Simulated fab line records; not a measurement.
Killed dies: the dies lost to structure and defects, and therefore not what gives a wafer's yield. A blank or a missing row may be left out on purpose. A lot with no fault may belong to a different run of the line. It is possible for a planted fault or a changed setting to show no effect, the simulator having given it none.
Which of the tools did it?    flow sky130    33 wafers from 11 lots sampled at 5 of the route's 708 steps

WHAT EACH GAUGE READ, for each wafer
SKY_VIA3_THK_MEAS_01. Usual: VIA3_HDPCVD_THK typically reads 1639 nm, with standard deviation 16.
lot   measured      on             VIA3_HDPCVD_THK (nm)  flag
L998  day 38 14:03  film metro-02  1628 1644 1615        
L100  day 39 05:52  film metro-03  1649 1662 1632        
L101  day 39 15:02  film metro-03  1635 1633 1620        
L104  day 40 15:56  film metro-03  1658 1637 1669        
L108  day 41 16:14  film metro-03  1632 1646 1655        
L109  day 41 22:41  film metro-02  1634 1646 1657        
L110  day 42 06:00  film metro-02  1654 1652 1642        
L111  day 42 18:48  film metro-01  1625 1639 1631        
L112  day 43 16:08  film metro-02  1604 1608 1624        
L120  day 45 14:50  film metro-01  1615 1631 1646        
L121  day 45 19:31  film metro-01  1622 1621 1617        

SKY_VIA4_RS_MEAS_19: the measuring method here is four-point-probe. Usual: VIA4_W_RS typically reads 0.2269 ohm/sq, with standard deviation 0.0021.
lot   measured      on             VIA4_W_RS (ohm/sq)    flag
L998  day 42 20:54  film metro-01  0.2279 0.2285 0.2269  
L100  day 43 09:01  film metro-01  0.2274 0.2268 0.2244  
L101  day 43 19:17  film metro-04  0.2249 0.2278 0.2281  
L104  day 44 19:29  film metro-04  0.2240 0.2235 0.2242  
L108  day 45 15:38  film metro-01  0.2251 0.2218 0.2220  
L109  day 45 21:16  film metro-01  0.2218 0.2231 0.2239  
L110  day 46 01:53  film metro-01  0.2339 0.2329 0.2265  
L111  day 46 15:58  film metro-02  0.2333 0.2268 0.2361  
L112  day 47 08:36  film metro-01  0.2276 0.2290 0.2253  
L120  day 49 00:57  film metro-04  0.2265 0.2254 0.2249  
L121  day 49 06:25  film metro-01  0.2276 0.2278 0.2299  

EACH LOT AND THE TOOL THAT RAN IT (in order: tool; ch and the chambers of the sampled wafers; start)
lot   SKY_VIA3_ETCH_14                    SKY_VIA3_SPUTTER_20           SKY_VIA4_CVD_18
L998  rie diel-03 ch 1,2, day 39 15:13    pvd sputter-02, day 39 15:57  cvd w-02 ch 0,1, day 42 20:45
L100  rie diel-03 ch 1,2,3, day 40 07:25  pvd sputter-02, day 40 08:10  cvd w-01 ch 0,1, day 43 08:51
L101  rie diel-02 ch 0,1,2, day 40 16:10  pvd sputter-02, day 40 17:10  cvd w-02 ch 0, day 43 19:07
L104  rie diel-03 ch 0,2,3, day 41 16:25  pvd sputter-03, day 41 17:35  cvd w-02 ch 0,1, day 44 19:21
L108  rie diel-03 ch 1,2,3, day 42 16:22  pvd sputter-03, day 42 17:04  cvd w-02 ch 0,1, day 45 15:29
L109  rie diel-01 ch 2,3, day 42 22:59    pvd sputter-01, day 42 23:41  cvd w-02 ch 0,1, day 45 21:05
L110  rie diel-03 ch 1,2, day 43 05:06    pvd sputter-03, day 43 05:47  cvd w-02 ch 0,1, day 46 01:44
L111  rie diel-03 ch 3, day 43 17:49      pvd sputter-02, day 43 19:03  cvd w-02 ch 0,1, day 46 15:47
L112  rie diel-01 ch 0,1, day 44 15:20    pvd sputter-01, day 44 16:01  cvd w-01 ch 0,1, day 47 08:26
L120  rie diel-03 ch 0,1, day 46 12:26    pvd sputter-01, day 46 13:07  cvd w-02 ch 1, day 49 00:41
L121  rie diel-03 ch 0,1,2, day 46 16:33  pvd sputter-02, day 46 17:15  cvd w-02 ch 0,1, day 49 06:15
- SKY_VIA3_ETCH_14: etches BARC in N2/H2, stops on SiO2, time 45.9 s, target depth 60 nm.
- SKY_VIA3_SPUTTER_20: material TiN, target thk 20 nm, time 80 s.
- SKY_VIA4_CVD_18: deposits W, target thk 505 nm, time 152.14 s.

AS READ BY THE TOOLS THEMSELVES (means over the sampled wafers that have a number; for cases with no such wafer, the mark the record gives instead)
SKY_VIA3_ETCH_14. Usual: drypump motor current A 5.8 A, standard deviation 0.42; oes product au 0.849 a.u., standard deviation 0.0049; throttle valve pct 13.225 %, standard deviation 0.0081.
lot   tool         drypump motor current A (A)  oes product au (a.u.)  throttle valve pct (%)  flag
L998  rie diel-03  6.0                          0.848                  13.231                  
L100  rie diel-03  6.0                          0.843                  13.228                  
L101  rie diel-02  5.8                          0.850                  13.232                  
L104  rie diel-03  5.9                          0.853                  13.218                  
L108  rie diel-03  6.0                          0.846                  13.226                  
L109  rie diel-01  5.1                          0.844                  13.242                  
L110  rie diel-03  6.0                          0.847                  13.229                  
L111  rie diel-03  5.6                          0.852                  13.223                  
L112  rie diel-01  6.1                          0.848                  13.227                  
L120  rie diel-03  5.7                          0.849                  13.226                  
L121  rie diel-03  6.0                          0.849                  13.219                  

SKY_VIA3_SPUTTER_20. Usual: cathode dc power W 4000.0 W, standard deviation 0.77; throttle valve pct 29.5 %, standard deviation 1.1.
lot   tool            cathode dc power W (W)  throttle valve pct (%)  flag
L998  pvd sputter-02  3999.0                  29.1                    
L100  pvd sputter-02  3999.9                  29.8                    
L101  pvd sputter-02  4000.1                  29.9                    
L104  pvd sputter-03  4000.2                  30.4                    
L108  pvd sputter-03  4000.3                  30.3                    
L109  pvd sputter-01  4000.3                  28.6                    
L110  pvd sputter-03  3999.7                  30.3                    
L111  pvd sputter-02  3999.5                  29.7                    
L112  pvd sputter-01  4000.5                  29.3                    
L120  pvd sputter-01  4000.0                  29.5                    
L121  pvd sputter-02  3999.6                  30.1                    

SKY_VIA4_CVD_18. Usual: chamber pressure Torr 40.00 Torr, standard deviation 0.09; heater power w 811 W, standard deviation 73; susceptor temp C 400.02 C, standard deviation 0.22.
lot   tool      chamber pressure Torr (Torr)  heater power w (W)  susceptor temp C (C)  flag
L998  cvd w-02  39.98                         771                 399.91                
L100  cvd w-01  39.99                         864                 400.07                
L101  cvd w-02  40.13                         774                 400.02                
L104  cvd w-02  40.06                         777                 400.24                
L108  cvd w-02  39.96                         771                 400.08                
L109  cvd w-02  39.89                         779                 399.96                
L110  cvd w-02  38.59                         761                 399.76                OFF
L111  cvd w-02  38.64                         772                 400.04                OFF
L112  cvd w-01  39.99                         929                 400.00                
L120  cvd w-02  39.99                         775                 399.91                
L121  cvd w-02  40.02                         772                 399.97                

THE ANSWER, worked out from the rows above alone
Rule: take the mean of a lot's wafers that have a number; if it is more than 3 standard deviations from the usual mean, the lot is off. Also off: a lot with no number at a reading for which 4 or more lots have one. All remaining lots with rows at the step are treated as sound. After the gauges, taken in route order, come the tools' own readings; for these a lot's mean is taken, as printed above. At the first step where some lot is off, the reading lying furthest off is the one used; lots without a number count as furthest.
Off at SKY_VIA4_CVD_18 (chamber pressure Torr): L110, L111.
A tool fits if, at that step or a process step before it, it ran every lot that is off, and no sound lot after the first of them. Of those tried, none fits.

WHAT HAD BEEN PUT IN BY THE SIMULATOR
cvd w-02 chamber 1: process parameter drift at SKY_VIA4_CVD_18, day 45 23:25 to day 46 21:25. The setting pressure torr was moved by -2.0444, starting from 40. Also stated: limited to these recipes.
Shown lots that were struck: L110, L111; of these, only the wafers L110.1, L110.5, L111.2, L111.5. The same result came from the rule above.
